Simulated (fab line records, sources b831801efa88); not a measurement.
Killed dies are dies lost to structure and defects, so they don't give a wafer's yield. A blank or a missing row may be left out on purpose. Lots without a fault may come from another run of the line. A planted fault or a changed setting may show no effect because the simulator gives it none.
Chamber matching | flow sfq_line | SFQ_TRILAYER_I0_VIA_BARC_OPEN_VIA_ETCH_046 on rie_diel-02: 4 sister chambers
The step etches BARC in O2, target depth 125 nm, time 41.7 s. 16 wafers are shown with their chamber, then 8 later ones without.

WAFERS WITH THEIR CHAMBER
wafer  | chamber | drypump_motor_current_A (A) | oes_product_au (a.u.)
L680.1 | 0       | 5.5                         | 0.686
L680.2 | 3       | 5.9                         | 0.684
L680.6 | 1       | 6.1                         | 0.684
L682.1 | 0       | 5.5                         | 0.681
L682.3 | 1       | 6.1                         | 0.686
L682.4 | 3       | 5.8                         | 0.684
L684.1 | 2       | 5.8                         | 0.689
L684.2 | 1       | 6.1                         | 0.681
L684.3 | 0       | 5.5                         | 0.688
L688.2 | 2       | 5.9                         | 0.683
L688.5 | 1       | 6.1                         | 0.675
L688.6 | 2       | 5.9                         | 0.689
L693.1 | 2       | 5.8                         | 0.691
L693.2 | 1       | 6.1                         | 0.688
L693.5 | 2       | 5.8                         | 0.675
L694.2 | 0       | 5.6                         | 0.684

SIGNATURES (means of the wafers above)
reading                 | chamber 0 | chamber 1 | chamber 2 | chamber 3 | scatter within a chamber
drypump_motor_current_A | 5.525     | 6.100     | 5.840     | 5.850     | 0.0452
oes_product_au          | 0.68475   | 0.68280   | 0.68540   | 0.68400   | 0.00501
Rule: a wafer's distance from a chamber is the root of the sum, over the readings, of the square of ((its reading less the chamber's mean) divided by the reading's scatter). The wafer belongs to the nearest chamber; if the next one is less than 2 further off, it can't be placed. The scatter: the root of (the sum of the squares of (reading less its chamber's mean) over the shown wafers, divided by (wafers less chambers)).

WAFERS WITHOUT THEIR CHAMBER
wafer  | drypump_motor_current_A (A) | oes_product_au (a.u.)
L694.4 | 5.8                         | 0.681
L694.5 | 5.8                         | 0.690
L698.2 | 6.1                         | 0.682
L698.3 | 5.9                         | 0.690
L698.4 | 5.9                         | 0.687
L699.2 | 6.1                         | 0.687
L699.3 | 5.9                         | 0.691
L699.5 | 5.9                         | 0.691

WHICH CHAMBER EACH WENT THROUGH
wafer  | from the rows above     | in truth
L694.4 | can't be placed: 2 or 3 | 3
L694.5 | can't be placed: 2 or 3 | 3
L698.2 | 1                       | 1
L698.3 | can't be placed: 2 or 3 | 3
L698.4 | can't be placed: 3 or 2 | 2
L699.2 | 1                       | 1
L699.3 | can't be placed: 2 or 3 | 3
L699.5 | can't be placed: 2 or 3 | 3
Placed correctly: 2 of 8. Can't be placed from these rows: 6 (the true chamber is among the candidates in 6). Placed wrongly: 0.
